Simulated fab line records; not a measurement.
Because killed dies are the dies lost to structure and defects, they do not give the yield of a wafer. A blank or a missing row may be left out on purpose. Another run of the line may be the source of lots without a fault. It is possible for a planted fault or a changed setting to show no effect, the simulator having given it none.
Which tool is to blame? || flow sky130 || 10 lots, 30 wafers sampled, at 2 steps of a route of 708

## WHAT THE GAUGES SHOWED, per wafer
SKY_METAL5_RS_MEAS_05: measures by four-point-probe.
{"lot": "L304", "measured": "day 44 10:56", "on": "film_metro-01", "METAL5_ALCU_RS (ohm/sq)": "0.02704 0.02717 0.02702"}
{"lot": "L309", "measured": "day 44 18:44", "on": "film_metro-04", "METAL5_ALCU_RS (ohm/sq)": "0.0269 0.02652 0.02679"}
{"lot": "L314", "measured": "day 46 12:17", "on": "film_metro-01", "METAL5_ALCU_RS (ohm/sq)": "0.02744 0.02733 0.02739"}
{"lot": "L318", "measured": "day 47 08:59", "on": "film_metro-01", "METAL5_ALCU_RS (ohm/sq)": "0.02691 0.02698 0.02679"}
{"lot": "L319", "measured": "day 47 11:23", "on": "film_metro-01", "METAL5_ALCU_RS (ohm/sq)": "0.02686 0.02676 0.02665"}
{"lot": "L321", "measured": "day 47 20:22", "on": "film_metro-04", "METAL5_ALCU_RS (ohm/sq)": "0.01925 0.01922 0.01928"}
{"lot": "L323", "measured": "day 48 03:35", "on": "film_metro-01", "METAL5_ALCU_RS (ohm/sq)": "0.01929 0.01941 0.01926"}
{"lot": "L324", "measured": "day 48 04:55", "on": "film_metro-03", "METAL5_ALCU_RS (ohm/sq)": "0.02696 0.02695 0.02694"}
{"lot": "L325", "measured": "day 48 15:56", "on": "film_metro-04", "METAL5_ALCU_RS (ohm/sq)": "0.0273 0.02735 0.02727"}
{"lot": "L326", "measured": "day 48 21:04", "on": "film_metro-04", "METAL5_ALCU_RS (ohm/sq)": "0.02694 0.02708 0.02703"}

## WHICH TOOL RAN EACH LOT (tool, then ch and the chambers of the sampled wafers, then the start)
{"lot": "L304", "SKY_METAL5_SPUTTER_02": "pvd_sputter-01, day 44 10:48"}
{"lot": "L309", "SKY_METAL5_SPUTTER_02": "pvd_sputter-04, day 44 18:37"}
{"lot": "L314", "SKY_METAL5_SPUTTER_02": "pvd_sputter-03, day 46 12:09"}
{"lot": "L318", "SKY_METAL5_SPUTTER_02": "pvd_sputter-03, day 47 08:52"}
{"lot": "L319", "SKY_METAL5_SPUTTER_02": "pvd_sputter-04, day 47 11:16"}
{"lot": "L321", "SKY_METAL5_SPUTTER_02": "pvd_sputter-03, day 47 20:14"}
{"lot": "L323", "SKY_METAL5_SPUTTER_02": "pvd_sputter-03, day 48 03:28"}
{"lot": "L324", "SKY_METAL5_SPUTTER_02": "pvd_sputter-01, day 48 04:47"}
{"lot": "L325", "SKY_METAL5_SPUTTER_02": "pvd_sputter-04, day 48 15:48"}
{"lot": "L326", "SKY_METAL5_SPUTTER_02": "pvd_sputter-04, day 48 20:55"}
- SKY_METAL5_SPUTTER_02: material AlCu, target thk 1150 nm, time 61.2 s.

## THE ANSWER, worked out from the rows above alone
Rule: the usual values come from the lots themselves. The widest of any qualifying gaps counts: lots, ordered by their means at a reading, are off when they make up no more than a third of the lots, leave a main group of 4 or more, and stand apart from it by 3 or more times the standard deviation of that group's means. A main group is skipped when, at the precision printed for the reading in the tables above, its means are all equal. Also off: a lot with no number at a reading for which 4 or more lots have one. All remaining lots with rows at the step are treated as sound.
Off: L321, L323, at SKY_METAL5_RS_MEAS_05 (METAL5_ALCU_RS). The main group has a mean of 0.02702 ohm/sq with a standard deviation of 0.00022.
A tool fits if, at a process step before that reading, it ran every lot that is off, and no sound lot after the first of them. The gauges at SKY_METAL5_RS_MEAS_05 are tried like those tools. One candidate fits, namely pvd_sputter-03 at SKY_METAL5_SPUTTER_02. A fault onset in the window from L318 (day 47 08:52, its last sound lot) to L321 (day 47 20:14, its first lot off) fits.

## WHAT HAD BEEN PUT IN BY THE SIMULATOR
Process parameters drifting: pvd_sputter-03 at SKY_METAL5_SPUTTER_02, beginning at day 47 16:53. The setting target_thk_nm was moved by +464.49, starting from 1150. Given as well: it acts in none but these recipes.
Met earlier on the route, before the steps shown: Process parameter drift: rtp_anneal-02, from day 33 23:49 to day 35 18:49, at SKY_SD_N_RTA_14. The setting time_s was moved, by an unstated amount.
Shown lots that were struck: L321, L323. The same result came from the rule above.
